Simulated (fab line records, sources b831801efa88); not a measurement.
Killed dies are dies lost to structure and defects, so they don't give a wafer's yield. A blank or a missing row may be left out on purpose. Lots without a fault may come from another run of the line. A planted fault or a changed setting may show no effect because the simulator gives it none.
One fault seen from 2 desks | flow gf180mcu | each desk has only its own numbers; what lay behind them comes last

THE TOOL OWNER'S DESK: cmp-02
The tool's own readings at GF_CONTACT_CMP_27 (polishes, stops on SiO2, t overpolish 15 s, target thk 0 nm): means of the sampled wafers that have a number, for each lot that ran on this tool. A lot is out of limits, marked OUT, if its mean lies more than 4 standard deviations from the usual mean; the brackets give that distance.
Columns: A = head_pressure_psi at GF_CONTACT_CMP_27, usual 3.499 psi; B = motor_current_A at GF_CONTACT_CMP_27, usual 11.2 A; C = overpolish_run_s at GF_CONTACT_CMP_27, usual 15.001 s; D = slurry_filter_dp_kPa at GF_CONTACT_CMP_27, usual 13.51 kPa; E = time_to_endpoint_s at GF_CONTACT_CMP_27, usual 70 s
lot  | first seen here | A               | B    | C      | D     | E
L732 | day 17 19:16    | 3.499           | 9.9  | 14.994 | 13.51 | 69
L733 | day 17 21:30    | 3.497           | 10.4 | 14.999 | 13.64 | 72
L737 | day 19 09:19    | 3.497           | 10.5 | 15.007 | 13.61 | 71
L738 | day 19 20:49    | 3.500           | 10.9 | 14.997 | 13.43 | 71
L740 | day 20 17:39    | 3.502           | 10.0 | 15.003 | 13.39 | 73
L741 | day 20 22:58    | 3.493           | 10.5 | 14.996 | 13.43 | 70
L742 | day 21 07:13    | 3.639 (+21) OUT | 10.4 | 14.996 | 13.57 | 68
L745 | day 22 07:54    | 3.639 (+21) OUT | 11.6 | 14.993 | 13.59 | 71
This desk's finding: out of limits on L742, L745; first on L742, day 21 07:13 (head_pressure_psi at GF_CONTACT_CMP_27). In limits: L732, L733, L737, L738, L740, L741.

THE METROLOGY DESK
What the gauges read, lot by lot, whatever tool the lot ran on: means of the sampled wafers that have a number. A lot is out of limits, marked OUT, if its mean lies more than 4 standard deviations from the usual mean; the brackets give that distance.
Columns: A = M1_ALCU_THK at GF_M1_THK_MEAS_06, usual 449 nm
lot  | first seen here | A
L729 | day 16 18:38    | 443
L731 | day 17 10:58    | 448
L732 | day 17 19:52    | 445
L733 | day 17 22:04    | 439
L737 | day 19 09:54    | 456
L738 | day 19 21:27    | 454
L740 | day 20 18:19    | 454
L741 | day 20 23:37    | 448
L742 | day 21 07:52    | 448
L743 | day 21 16:37    | 453
L744 | day 21 20:50    | 446
L745 | day 22 08:29    | 445
L748 | day 23 05:50    | 452
L751 | day 24 07:49    | 451
This desk's finding: nothing out of limits on any of the 14 lots.

PUT TOGETHER
The tool owner's desk could have raised an alarm at day 21 07:13, on L742, L745.
The metrology desk saw nothing out of limits.
The metrology desk has L742, L745 on record, within its limits.
Of the lots named, all ran GF_CONTACT_CMP_27 on cmp-02.

WHAT THE SIMULATOR HAD PUT IN
Process parameter drift: cmp-02, from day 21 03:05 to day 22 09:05, at GF_CONTACT_CMP_27. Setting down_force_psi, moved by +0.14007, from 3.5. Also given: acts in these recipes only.
Lots struck among those shown: L742, L745.
Hours from the fault's start to each desk's first reading out of limits: the tool owner's desk, 4.
